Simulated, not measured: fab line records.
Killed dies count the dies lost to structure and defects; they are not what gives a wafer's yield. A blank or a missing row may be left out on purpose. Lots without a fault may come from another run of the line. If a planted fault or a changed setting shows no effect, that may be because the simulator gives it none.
Which of the tools did it? / flow sky130 / 14 lots, 42 wafers sampled, at 4 steps of a route of 708

## WHAT EACH GAUGE READ, for each wafer
SKY_FIELD_ISO_THK_MEAS_04.
lot=L877; measured=day 1 16:16; on=filmMetro-01; FIELD_ISO_CVD_03_THK (nm)=165.0 164.6 164.7
lot=L878; measured=day 1 21:45; on=filmMetro-01; FIELD_ISO_CVD_03_THK (nm)=165.6 166.2 165.9
lot=L879; measured=day 2 02:41; on=filmMetro-03; FIELD_ISO_CVD_03_THK (nm)=164.8 164.9 165.4
lot=L880; measured=day 2 05:52; on=filmMetro-03; FIELD_ISO_CVD_03_THK (nm)=167.3 166.9 166.3
lot=L882; measured=day 2 15:43; on=filmMetro-03; FIELD_ISO_CVD_03_THK (nm)=164.5 165.4 163.8
lot=L884; measured=day 3 00:52; on=filmMetro-01; FIELD_ISO_CVD_03_THK (nm)=163.6 164.2 164.3
lot=L885; measured=day 3 08:26; on=filmMetro-03; FIELD_ISO_CVD_03_THK (nm)=164.3 164.2 165.4
lot=L886; measured=day 3 10:49; on=filmMetro-01; FIELD_ISO_CVD_03_THK (nm)=165.3 165.7 166.1
lot=L887; measured=day 3 16:35; on=filmMetro-01; FIELD_ISO_CVD_03_THK (nm)=165.8 168.5 166.3
lot=L890; measured=day 4 06:29; on=filmMetro-01; FIELD_ISO_CVD_03_THK (nm)=166.3 165.2 166.6
lot=L894; measured=day 5 04:16; on=filmMetro-03; FIELD_ISO_CVD_03_THK (nm)=164.1 164.8 166.1
lot=L896; measured=day 5 14:05; on=filmMetro-04; FIELD_ISO_CVD_03_THK (nm)=163.5 161.7 162.3
lot=L898; measured=day 5 23:22; on=filmMetro-03; FIELD_ISO_CVD_03_THK (nm)=165.3 165.5 165.3
lot=L899; measured=day 6 06:29; on=filmMetro-04; FIELD_ISO_CVD_03_THK (nm)=167.5 166.9 166.3

SKY_FIELD_ISO_THK_MEAS_23.
lot=L877; measured=day 2 10:50; on=filmMetro-04; FIELD_ISO_OXIDATION_01_THK (nm)=10.02 10.01 10.04
lot=L878; measured=day 2 15:05; on=filmMetro-01; FIELD_ISO_OXIDATION_01_THK (nm)=10.00 9.81 9.95
lot=L879; measured=day 2 20:16; on=filmMetro-01; FIELD_ISO_OXIDATION_01_THK (nm)=9.76 9.46 9.56
lot=L880; measured=day 2 23:08; on=filmMetro-01; FIELD_ISO_OXIDATION_01_THK (nm)=9.91 10.06 9.92
lot=L882; measured=day 3 10:21; on=filmMetro-01; FIELD_ISO_OXIDATION_01_THK (nm)=9.62 9.61 9.55
lot=L884; measured=day 3 20:27; on=filmMetro-04; FIELD_ISO_OXIDATION_01_THK (nm)=9.34 9.67 9.78
lot=L885; measured=day 4 02:48; on=filmMetro-01; FIELD_ISO_OXIDATION_01_THK (nm)=9.53 9.62 9.79
lot=L886; measured=day 4 05:41; on=filmMetro-04; FIELD_ISO_OXIDATION_01_THK (nm)=9.70 9.65 9.46
lot=L887; measured=day 4 10:53; on=filmMetro-03; FIELD_ISO_OXIDATION_01_THK (nm)=10.13 10.27 9.93
lot=L890; measured=day 5 01:38; on=filmMetro-01; FIELD_ISO_OXIDATION_01_THK (nm)=10.31 10.25 10.37
lot=L894; measured=day 6 01:46; on=filmMetro-01; FIELD_ISO_OXIDATION_01_THK (nm)=10.05 10.07 9.95
lot=L896; measured=day 6 11:55; on=filmMetro-01; FIELD_ISO_OXIDATION_01_THK (nm)=10.03 10.39 10.16
lot=L898; measured=day 6 21:53; on=filmMetro-03; FIELD_ISO_OXIDATION_01_THK (nm)=9.91 10.07 9.77
lot=L899; measured=day 7 04:26; on=filmMetro-03; FIELD_ISO_OXIDATION_01_THK (nm)=9.83 9.81 9.86

SKY_NWELL_TW_MEAS_15.
lot=L877; measured=day 4 16:45; on=filmMetro-02; NWELL_TW=1828 1823 1834
lot=L878; measured=day 4 20:55; on=filmMetro-02; NWELL_TW=1822 1828 1838
lot=L879; measured=day 5 02:26; on=filmMetro-02; NWELL_TW=1835 1846 1829
lot=L880; measured=day 5 08:35; on=filmMetro-02; NWELL_TW=1836 1842 1834
lot=L882; measured=day 5 21:28; on=filmMetro-04; NWELL_TW=1827 1819 1816
lot=L884; measured=day 6 07:53; on=filmMetro-04; NWELL_TW=1827 1828 1813
lot=L885; measured=day 6 14:50; on=filmMetro-04; NWELL_TW=1822 1821 1814
lot=L886; measured=day 6 18:13; on=filmMetro-04; NWELL_TW=1820 1814 1807
lot=L887; measured=day 7 00:28; on=filmMetro-04; NWELL_TW=1807 1812 1815
lot=L890; measured=day 7 16:17; on=filmMetro-03; NWELL_TW=1803 1791 1807
lot=L894; measured=day 8 23:29; on=filmMetro-02; NWELL_TW=1832 1829 1829
lot=L896; measured=day 9 11:12; on=filmMetro-02; NWELL_TW=1842 1836 1844
lot=L898; measured=day 9 19:51; on=filmMetro-04; NWELL_TW=1812 1806 1807
lot=L899; measured=day 10 01:03; on=filmMetro-04; NWELL_TW=1822 1819 1827

## WHAT TOOL EACH LOT RAN ON (gives the tool, then ch and the chambers of the sampled wafers, and finally the start)
lot=L877; SKY_FIELD_ISO_WET_ETCH_30=wetBench-04 ch 0, day 2 13:22
lot=L878; SKY_FIELD_ISO_WET_ETCH_30=wetBench-04 ch 1, day 2 17:35
lot=L879; SKY_FIELD_ISO_WET_ETCH_30=wetBench-04 ch 3, day 2 22:47
lot=L880; SKY_FIELD_ISO_WET_ETCH_30=wetBench-03 ch 3, day 3 02:46
lot=L882; SKY_FIELD_ISO_WET_ETCH_30=wetBench-01 ch 1, day 3 14:03
lot=L884; SKY_FIELD_ISO_WET_ETCH_30=wetBench-01 ch 1, day 3 22:59
lot=L885; SKY_FIELD_ISO_WET_ETCH_30=wetBench-04 ch 1, day 4 05:20
lot=L886; SKY_FIELD_ISO_WET_ETCH_30=wetBench-03 ch 2, day 4 08:30
lot=L887; SKY_FIELD_ISO_WET_ETCH_30=wetBench-01 ch 0, day 4 14:36
lot=L890; SKY_FIELD_ISO_WET_ETCH_30=wetBench-04 ch 2, day 5 04:13
lot=L894; SKY_FIELD_ISO_WET_ETCH_30=wetBench-03 ch 3, day 6 06:55
lot=L896; SKY_FIELD_ISO_WET_ETCH_30=wetBench-03 ch 2, day 6 17:31
lot=L898; SKY_FIELD_ISO_WET_ETCH_30=wetBench-01 ch 1, day 7 01:14
lot=L899; SKY_FIELD_ISO_WET_ETCH_30=wetBench-01 ch 2, day 7 06:58
- SKY_FIELD_ISO_WET_ETCH_30: etches SiO2 in dHF, target depth 25 nm, time 50 s.

## AS READ BY THE TOOLS THEMSELVES (means over the sampled wafers that have a number; for cases with no such wafer, the mark the record gives instead)
SKY_FIELD_ISO_WET_ETCH_30.
lot=L877; tool=wetBench-04; runLengthS (s)=76.1; tempC (C)=24.98
lot=L878; tool=wetBench-04; runLengthS (s)=76.6; tempC (C)=24.90
lot=L879; tool=wetBench-04; runLengthS (s)=78.0; tempC (C)=25.00
lot=L880; tool=wetBench-03; runLengthS (s)=76.9; tempC (C)=24.99
lot=L882; tool=wetBench-01; runLengthS (s)=74.9; tempC (C)=24.99
lot=L884; tool=wetBench-01; runLengthS (s)=75.8; tempC (C)=24.96
lot=L885; tool=wetBench-04; runLengthS (s)=56.3; tempC (C)=25.02
lot=L886; tool=wetBench-03; runLengthS (s)=76.5; tempC (C)=25.03
lot=L887; tool=wetBench-01; runLengthS (s)=76.0; tempC (C)=25.17
lot=L890; tool=wetBench-04; runLengthS (s)=49.9; tempC (C)=24.94
lot=L894; tool=wetBench-03; runLengthS (s)=76.8; tempC (C)=25.00
lot=L896; tool=wetBench-03; runLengthS (s)=77.6; tempC (C)=25.04
lot=L898; tool=wetBench-01; runLengthS (s)=81.3; tempC (C)=25.00
lot=L899; tool=wetBench-01; runLengthS (s)=74.9; tempC (C)=24.93

## THE ANSWER, worked out from the rows above alone
Rule: the usual values come from the lots themselves. The widest of any qualifying gaps counts: lots, ordered by their means at a reading, are off when they make up no more than a third of the lots, leave a main group of 4 or more, and stand apart from it by 3 or more times the standard deviation of that group's means. A main group whose means are all the same, to the digits that the tables above print for the reading, isn't used. Also off: a lot with no number at a reading for which 4 or more lots have one. Where the step has rows for the other lots, those lots are counted as sound. The gauges are gone through in route order, then the tools' own readings, and for those a lot's mean is taken as printed above. The first step at which some lot is off is used, and at that step the reading that is off furthest; a lot without a number counts as furthest.
Off at SKY_FIELD_ISO_WET_ETCH_30 (runLengthS): L885, L890. Main group: mean 76.8 s, sd 1.6.
If a tool, at that step or one of the process steps before it, ran each lot that is off and ran no sound lot following the first of them, it fits. One fits: wetBench-04 at SKY_FIELD_ISO_WET_ETCH_30. A fault onset in the window from L879 (day 2 22:47, its last sound lot) to L885 (day 4 05:20, its first lot off) fits.
On the lots that are off, the tool's own readings at SKY_FIELD_ISO_WET_ETCH_30 differ by more than 5 times the standard deviation of the sound lots' means, which bears it out; runLengthS reads 53.1 s there versus 76.8 s on the sound lots.

## WHAT THE SIMULATOR PUT IN
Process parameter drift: wetBench-04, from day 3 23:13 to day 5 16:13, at SKY_FIELD_ISO_WET_ETCH_30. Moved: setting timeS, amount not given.
Lots struck among those shown: L885, L890. This agrees with what the rule above found.
